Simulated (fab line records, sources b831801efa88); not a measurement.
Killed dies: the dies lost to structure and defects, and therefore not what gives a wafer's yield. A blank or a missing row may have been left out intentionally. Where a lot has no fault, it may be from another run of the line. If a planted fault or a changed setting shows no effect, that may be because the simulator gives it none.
fab line records	flow sky130
record: lots: 14	wafers: 42	lastDay: 51
route steps=708 shown METAL1@440 VIA1@460
lots that met no fault: from a run of the same line without faults
startH: hours from the record's first day to the start of the lot's first wafer shown	waitH: how many hours have passed since the lot's step before this one	" the same as in the row above	L1.1+2: a row that stands for several wafers	- no value present, or no start provided	* or withheld: withheld	< > ~ a bound
route shown NAME@n: NAME is a module with steps in the file, n the number in the route of the first one	usual: the fault-free wafers' mean and standard deviation	same: alike in all rows	chamber/n: place in a boat	sites: each site's reading	_std_site: the standard deviation of these	_edge_site: mean of outer sites minus mean of inner sites	radiusMm: for every site, how far away it sits from the centre of the wafer	mask NAME#n: copy n	behind: the most recent tool/chamber to have shaped the wafer	hold: the reason the lot was held/the length of the hold in hours/how it ended	device: whichever transistor did not switch (one of n, p or np)	end of line: at the end of the route, the tests of the same wafers	a step with no rows: only its recipe	killed: dies lost to structure and defects at the first sort, not the wafer's yield	map: shows each die of a wafer: x if killed, . if not, _ if none is there
set.NAME: the run value of the setting; set.NAME@STEP: its run value at that earlier step	model.NAME: the simulator's own value behind a step, which no gauge read
the route's steps for a sample of lots (tables are steps, rows are wafers)
services: when a tool's chamber went out of use (startH, in hours from the record's first day, below 0 if earlier), for how many hours, and the reason
== steps ==
step: SKY_METAL1_THK_MEAS_06
recipe: thkMeasGauge: xrf	reads: AlCu_of_METAL1_SPUTTER_02
usual: METAL1_ALCU_THK: 247.5/2.7
lot.wafer	tool	chamber	startH	waitH	METAL1_ALCU_THK[nm]
L726.1	filmMetro-03	-	776.65	0.1	248.8
L726.2	"	-	"	"	249.8
L726.3	"	-	"	"	240.5
L727.1	filmMetro-02	-	783.13	0.1	244.4
L727.3	"	-	"	"	243.1
L727.4	"	-	"	"	243.8
L728.1	filmMetro-02	-	786.55	0.1	249.7
L728.2	"	-	"	"	248.4
L728.4	"	-	"	"	249.5
L729.1	filmMetro-04	-	811.17	0.1	250.3
L729.2	"	-	"	"	250.2
L729.5	"	-	"	"	247.6
L730.4	filmMetro-02	-	814.59	0.1	251.1
L730.5	"	-	"	"	249.0
L730.6	"	-	"	"	249.7
L733.2	filmMetro-02	-	835.90	0.1	247.3
L733.3	"	-	"	"	246.8
L733.5	"	-	"	"	245.7
L734.1	filmMetro-02	-	842.27	0.1	250.8
L734.3	"	-	"	"	252.6
L734.6	"	-	"	"	248.5
L735.2	filmMetro-02	-	844.61	0.1	250.5
L735.4	"	-	"	"	245.0
L735.6	"	-	"	"	250.9
L737.2	filmMetro-02	-	865.67	0.1	249.4
L737.4	"	-	"	"	247.6
L737.5	"	-	"	"	248.1
L742.1	filmMetro-04	-	896.55	0.1	247.6
L742.4	"	-	"	"	246.1
L742.5	"	-	"	"	245.6
L744.1	filmMetro-04	-	905.25	0.1	248.5
L744.3	"	-	"	"	251.5
L744.4	"	-	"	"	252.8
L747.1	filmMetro-02	-	929.05	0.1	249.2
L747.2	"	-	"	"	245.0
L747.4	"	-	"	"	243.8
L748.2	filmMetro-02	-	933.33	0.1	242.2
L748.3	"	-	"	"	244.4
L748.6	"	-	"	"	243.3
L749.1	filmMetro-04	-	939.19	0.1	249.3
L749.2	"	-	"	"	248.0
L749.3	"	-	"	"	246.3
step: SKY_VIA1_CMP_02
recipe: material: SiO2	downForcePsi: 4	platenRpm: 60	padVelocityMS: 0.94248
usual: motorCurrentA: 12.2/0.87
lot.wafer	tool	chamber	startH	waitH	motorCurrentA
L726.1	cmp-01	2	804.11	0.1	12.6
L726.2	"	3	"	"	12.5
L726.3	"	0	"	"	11.9
L727.3	cmp-01	3	811.22	0.0	12.5
L727.1	"	0	"	"	12.1
L727.4	"	2	"	"	12.7
L728.4	cmp-01	1	814.43	0.0	10.9
L728.2	"	2	"	"	12.3
L728.1	"	3	"	"	12.7
L729.2	cmp-02	1	839.61	0.1	12.8
L729.1	"	2	"	"	10.8
L729.5	"	3	"	"	13.2
L730.4	cmp-02	1	842.71	0.0	12.8
L730.6	"	1	"	"	12.9
L730.5	"	2	"	"	10.8
L733.2	cmp-02	3	863.41	0.0	13.7
L733.3	"	0	"	"	12.0
L733.5	"	3	"	"	13.4
L734.1	cmp-02	0	870.14	0.1	13.0
L734.3	"	2	"	"	10.3
L734.6	"	0	"	"	12.1
L735.2	cmp-02	3	872.84	0.1	13.2
L735.4	"	1	"	"	12.1
L735.6	"	2	"	"	10.2
L737.2	cmp-02	1	893.89	0.1	12.3
L737.4	"	2	"	"	10.6
L737.5	"	3	"	"	12.7
L742.1	cmp-02	2	923.36	0.1	10.7
L742.4	"	3	"	"	12.7
L742.5	"	3	"	"	12.4
L744.3	cmp-02	1	932.46	0.2	13.2
L744.1	"	2	"	"	11.0
L744.4	"	3	"	"	13.1
L747.4	cmp-02	1	955.20	0.1	13.1
L747.1	"	2	"	"	10.6
L747.2	"	3	"	"	13.4
L748.3	cmp-01	3	960.04	0.0	12.8
L748.2	"	0	"	"	11.9
L748.6	"	0	"	"	13.2
L749.2	cmp-01	0	965.30	0.1	12.3
L749.1	"	1	"	"	11.0
L749.3	"	2	"	"	12.9
step: SKY_VIA1_EXPOSE_09
recipe: maskId: VIM	na: 0.8	sourceShape: annular	sigmaInner: 0.55	sigmaOuter: 0.85	targetCdNm: 150	doseMj: 38
usual: reticleTempC: 23.01/0.11
lot.wafer	tool	chamber	startH	waitH	mask	reticleTempC
L726.1	krfScanner-02	0	817.58	-	VIM#0	23.07
L726.2	"	0	"	"	VIM#0	22.94
L726.3	"	0	"	"	VIM#0	23.04
L727.1	krfScanner-01	0	824.71	-	VIM#0	22.93
L727.3	"	0	"	"	VIM#0	22.97
L727.4	"	0	"	"	VIM#0	23.01
L728.1	krfScanner-01	0	827.25	-	VIM#0	23.02
L728.2	"	0	"	"	VIM#0	23.08
L728.4	"	0	"	"	VIM#0	23.06
L729.1	krfScanner-01	0	852.12	-	VIM#0	23.18
L729.2	"	0	"	"	VIM#0	23.22
L729.5	"	0	"	"	VIM#0	23.02
L730.4	krfScanner-02	0	856.19	-	VIM#0	23.15
L730.5	"	0	"	"	VIM#0	23.16
L730.6	"	0	"	"	VIM#0	23.08
L733.2	krfScanner-01	0	876.47	-	VIM#0	23.08
L733.3	"	0	"	"	VIM#0	23.06
L733.5	"	0	"	"	VIM#0	22.89
L734.1	krfScanner-02	0	883.81	-	VIM#0	23.09
L734.3	"	0	"	"	VIM#0	23.15
L734.6	"	0	"	"	VIM#0	23.18
L735.2	krfScanner-01	0	887.28	-	VIM#0	22.92
L735.4	"	0	"	"	VIM#0	23.01
L735.6	"	0	"	"	VIM#0	23.02
L737.2	krfScanner-01	0	906.87	-	VIM#0	23.05
L737.4	"	0	"	"	VIM#0	22.77
L737.5	"	0	"	"	VIM#0	22.94
L742.1	krfScanner-02	0	936.13	-	VIM#0	22.99
L742.4	"	0	"	"	VIM#0	23.12
L742.5	"	0	"	"	VIM#0	23.11
L744.1	krfScanner-02	0	946.31	-	VIM#0	22.97
L744.3	"	0	"	"	VIM#0	22.93
L744.4	"	0	"	"	VIM#0	23.03
L747.1	krfScanner-02	0	967.93	-	VIM#0	22.84
L747.2	"	0	"	"	VIM#0	22.99
L747.4	"	0	"	"	VIM#0	23.10
L748.2	krfScanner-02	0	974.17	-	VIM#0	22.99
L748.3	"	0	"	"	VIM#0	23.10
L748.6	"	0	"	"	VIM#0	23.09
L749.1	krfScanner-02	0	979.24	-	VIM#0	23.11
L749.2	"	0	"	"	VIM#0	22.88
L749.3	"	0	"	"	VIM#0	23.04
step: SKY_VIA1_CD_MEAS_12
recipe: targetCdNm: 150
usual: cdNm: 149.8/1.4
lot.wafer	tool	chamber	startH	waitH	cdNm
L726.1	cdSem-02	-	830.90	-	149.8
L726.2	"	-	"	"	151.1
L726.3	"	-	"	"	150.1
L727.1	cdSem-02	-	838.55	-	146.9
L727.3	"	-	"	"	147.5
L727.4	"	-	"	"	146.1
L728.1	cdSem-01	-	841.01	-	148.6
L728.2	"	-	"	"	147.3
L728.4	"	-	"	"	147.3
L729.1	cdSem-01	-	866.31	-	149.5
L729.2	"	-	"	"	148.7
L729.5	"	-	"	"	150.2
L730.4	cdSem-01	-	870.02	-	151.2
L730.5	"	-	"	"	149.6
L730.6	"	-	"	"	150.0
L733.2	cdSem-01	-	890.13	-	151.7
L733.3	"	-	"	"	150.5
L733.5	"	-	"	"	147.9
L734.1	cdSem-01	-	897.41	-	149.4
L734.3	"	-	"	"	150.7
L734.6	"	-	"	"	149.0
L735.2	cdSem-02	-	900.35	-	148.2
L735.4	"	-	"	"	-
L735.6	"	-	"	"	-
L737.2	cdSem-01	-	921.02	-	150.4
L737.4	"	-	"	"	-
L737.5	"	-	"	"	150.4
L742.1	cdSem-01	-	949.19	-	148.8
L742.4	"	-	"	"	146.7
L742.5	"	-	"	"	148.7
L744.1	cdSem-01	-	958.16	-	150.5
L744.3	"	-	"	"	151.3
L744.4	"	-	"	"	149.8
L747.1	cdSem-01	-	980.41	-	150.0
L747.2	"	-	"	"	150.4
L747.4	"	-	"	"	151.2
L748.2	cdSem-01	-	985.98	-	150.2
L748.3	"	-	"	"	148.9
L748.6	"	-	"	"	149.2
L749.1	cdSem-02	-	990.84	-	150.0
L749.2	"	-	"	"	149.2
L749.3	"	-	"	"	149.9
step: SKY_VIA1_OVL_MEAS_13
usual: VIA1_OVL: -2/5.1
lot.wafer	tool	chamber	startH	waitH	VIA1_OVL[nm]
L726.1	overlay-02	-	831.02	0.1	-1
L726.2	"	-	"	"	-7
L726.3	"	-	"	"	-4
L727.1	overlay-01	-	838.67	0.1	6
L727.3	"	-	"	"	-2
L727.4	"	-	"	"	8
L728.1	overlay-01	-	841.13	0.1	-1
L728.2	"	-	"	"	-1
L728.4	"	-	"	"	0
L729.1	overlay-01	-	866.43	0.1	-3
L729.2	"	-	"	"	-8
L729.5	"	-	"	"	-4
L730.4	overlay-01	-	870.11	0.1	-7
L730.5	"	-	"	"	-7
L730.6	"	-	"	"	-11
L733.2	overlay-02	-	890.23	0.1	0
L733.3	"	-	"	"	-3
L733.5	"	-	"	"	0
L734.1	overlay-02	-	897.53	0.1	5
L734.3	"	-	"	"	4
L734.6	"	-	"	"	0
L735.2	overlay-02	-	900.46	0.1	-12
L735.4	"	-	"	"	-
L735.6	"	-	"	"	-
L737.2	overlay-02	-	921.13	0.1	7
L737.4	"	-	"	"	-
L737.5	"	-	"	"	-7
L742.1	overlay-02	-	949.31	0.1	-1
L742.4	"	-	"	"	-5
L742.5	"	-	"	"	-8
L744.1	overlay-02	-	958.28	0.1	3
L744.3	"	-	"	"	1
L744.4	"	-	"	"	3
L747.1	overlay-02	-	980.53	0.1	-7
L747.2	"	-	"	"	-3
L747.4	"	-	"	"	-9
L748.2	overlay-01	-	986.08	0.1	-6
L748.3	"	-	"	"	-3
L748.6	"	-	"	"	4
L749.1	overlay-01	-	990.96	0.1	-5
L749.2	"	-	"	"	-4
L749.3	"	-	"	"	-1
step: SKY_VIA1_THK_MEAS_23
recipe: thkMeasGauge: xrf	reads: W_of_VIA1_CVD_21
usual: VIA1_W_THK: 278/5.3
lot.wafer	tool	chamber	startH	waitH	VIA1_W_THK[nm]
L726.1	filmMetro-01	-	832.06	0.1	268
L726.2	"	-	"	"	267
L726.3	"	-	"	"	270
L727.1	filmMetro-01	-	839.66	0.1	277
L727.3	"	-	"	"	273
L727.4	"	-	"	"	276
L728.1	filmMetro-03	-	842.21	0.1	274
L728.2	"	-	"	"	278
L728.4	"	-	"	"	278
L729.1	filmMetro-04	-	867.82	0.1	280
L729.2	"	-	"	"	283
L729.5	"	-	"	"	281
L730.4	filmMetro-04	-	871.62	0.1	288
L730.5	"	-	"	"	276
L730.6	"	-	"	"	286
L733.2	filmMetro-03	-	891.26	0.1	278
L733.3	"	-	"	"	289
L733.5	"	-	"	"	287
L734.1	filmMetro-04	-	898.52	0.1	276
L734.3	"	-	"	"	277
L734.6	"	-	"	"	286
L735.2	filmMetro-04	-	901.45	0.1	271
L735.4	"	-	"	"	274
L735.6	"	-	"	"	274
L737.2	filmMetro-04	-	922.13	0.1	275
L737.4	"	-	"	"	282
L737.5	"	-	"	"	271
L742.1	filmMetro-03	-	950.30	0.1	279
L742.4	"	-	"	"	277
L742.5	"	-	"	"	273
L744.1	filmMetro-04	-	959.27	0.1	275
L744.3	"	-	"	"	274
L744.4	"	-	"	"	290
L747.1	filmMetro-03	-	981.52	0.1	276
L747.2	"	-	"	"	280
L747.4	"	-	"	"	275
L748.2	filmMetro-03	-	987.08	0.1	286
L748.3	"	-	"	"	283
L748.6	"	-	"	"	284
L749.1	filmMetro-03	-	991.95	0.1	272
L749.2	"	-	"	"	270
L749.3	"	-	"	"	274
== services ==
tool	chamber	startH	hours	kind
krfScanner-01	-	788.03	0.4	repair
cmp-02	-	798.86	16.5	pm
krfScanner-02	0	801.67	-	calibration
krfScanner-01	-	803.08	4.0	pm
krfScanner-01	-	813.97	3.6	pm
cmp-01	-	818.55	3.1	repair
cmp-01	-	823.95	0.3	repair
krfScanner-02	-	830.16	1.0	pm
krfScanner-02	-	841.11	3.1	repair
krfScanner-02	-	859.15	1.3	repair
cmp-01	-	859.91	4.6	pm
krfScanner-02	-	875.81	0.8	pm
krfScanner-01	-	883.75	0.8	pm
krfScanner-02	-	889.02	0.3	repair
krfScanner-01	-	891.43	1.0	pm
krfScanner-02	-	895.07	3.6	pm
cmp-02	-	912.29	4.0	pm
krfScanner-02	-	914.84	1.3	pm
cmp-02	-	916.29	-	consumableReplace:conditioner
cmp-02	-	916.29	-	consumableReplace:pad
krfScanner-02	-	932.70	1.3	repair
krfScanner-01	-	951.47	1.3	pm
cmp-01	-	974.44	2.2	repair
krfScanner-02	0	976.21	-	calibration
== key ==
firstSign: step: SKY_VIA1_CD_MEAS_12	reading: cdNm	direction: missing
effect: step: SKY_VIA1_OVL_MEAS_13	reading: VIA1_OVL	direction: missing
metAt SKY_VIA1_EXPOSE_09
struckLots L735,L737
struckWafers L735.4,L735.6,L737.4
laterRowsLeftOut L735.4,L735.6,L737.4
sortLeftOut L735.4,L735.6,L737.4
notActingAt SKY_METAL1_THK_MEAS_06,SKY_VIA1_CMP_02,SKY_VIA1_THK_MEAS_23
onsetBetween 876.47 887.28
fault: kind: processParameterDrift	tool: krfScanner-01	chamber: -	onsetH: 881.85	steps: SKY_VIA1_EXPOSE_09	channel: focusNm	offset: 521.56	shape: step	endH: 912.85	scope: struckWafersOnly
sortLeftOut: the simulated sort isn't trusted on such a fault, so these wafers' sort isn't shown, and their yield isn't known
laterRowsLeftOut: the simulator's readings of these wafers behind a module that went badly wrong aren't trusted and aren't shown, but for the sort
